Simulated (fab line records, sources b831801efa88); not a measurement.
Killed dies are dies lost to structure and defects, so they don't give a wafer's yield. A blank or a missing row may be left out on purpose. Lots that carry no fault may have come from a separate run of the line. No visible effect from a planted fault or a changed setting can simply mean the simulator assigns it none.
The tool behind it: which one? / flow gf180mcu / Sampling: 7 lots, 21 wafers, 2 of 602 route steps

== WHAT EACH GAUGE READ, for each wafer ==
GF_VT_IMPLANT_TW_MEAS_21.
lot=L505; measured=day 6 20:48; on=film-metro-02; VT_IMPLANT_2_TW=1228 1226 1227
lot=L508; measured=day 7 18:23; on=film-metro-04; VT_IMPLANT_2_TW=1215 1214 1214
lot=L510; measured=day 8 03:17; on=film-metro-02; VT_IMPLANT_2_TW=1094 1094 1090
lot=L513; measured=day 8 20:59; on=film-metro-04; VT_IMPLANT_2_TW=1088 1087 1095
lot=L520; measured=day 10 16:32; on=film-metro-01; VT_IMPLANT_2_TW=1202 1206 1203
lot=L524; measured=day 11 17:34; on=film-metro-04; VT_IMPLANT_2_TW=1211 1225 1210
lot=L526; measured=day 12 07:05; on=film-metro-02; VT_IMPLANT_2_TW=1229 1227 1225

== TOOL THAT RAN EACH LOT (tool first, then ch and the chambers of the sampled wafers, then the start) ==
lot=L505; GF_VT_IMPLANT_IMPLANT_19=implanter-02 ch 0, day 6 20:35
lot=L508; GF_VT_IMPLANT_IMPLANT_19=implanter-01 ch 0, day 7 18:08
lot=L510; GF_VT_IMPLANT_IMPLANT_19=implanter-02 ch 0, day 8 03:02
lot=L513; GF_VT_IMPLANT_IMPLANT_19=implanter-02 ch 0, day 8 20:44
lot=L520; GF_VT_IMPLANT_IMPLANT_19=implanter-01 ch 0, day 10 16:17
lot=L524; GF_VT_IMPLANT_IMPLANT_19=implanter-02 ch 0, day 11 17:19
lot=L526; GF_VT_IMPLANT_IMPLANT_19=implanter-01 ch 0, day 12 06:52
- GF_VT_IMPLANT_IMPLANT_19

== THE ANSWER, worked out from the rows above alone ==
Rule: the usual values come from the lots themselves. The widest of any qualifying gaps counts: lots, ordered by their means at a reading, are off when they make up no more than a third of the lots, leave a main group of 4 or more, and stand apart from it by 3 or more times the standard deviation of that group's means. A main group is skipped when, at the precision printed for the reading in the tables above, its means are all equal. Also off: a lot with no number at a reading for which 4 or more lots have one. All remaining lots with rows at the step are treated as sound.
Off: at GF_VT_IMPLANT_TW_MEAS_21 (VT_IMPLANT_2_TW), L510, L513. The main group has a mean of 1217 with a standard deviation of 8.8.
If a tool, at a process step before that reading, ran all the lots that are off and no sound lot after the first of them, it fits. Gauges at GF_VT_IMPLANT_TW_MEAS_21: tried the same way as those tools. Not one of the candidates tried fits.

== WHAT WAS PUT IN BY THE SIMULATOR ==
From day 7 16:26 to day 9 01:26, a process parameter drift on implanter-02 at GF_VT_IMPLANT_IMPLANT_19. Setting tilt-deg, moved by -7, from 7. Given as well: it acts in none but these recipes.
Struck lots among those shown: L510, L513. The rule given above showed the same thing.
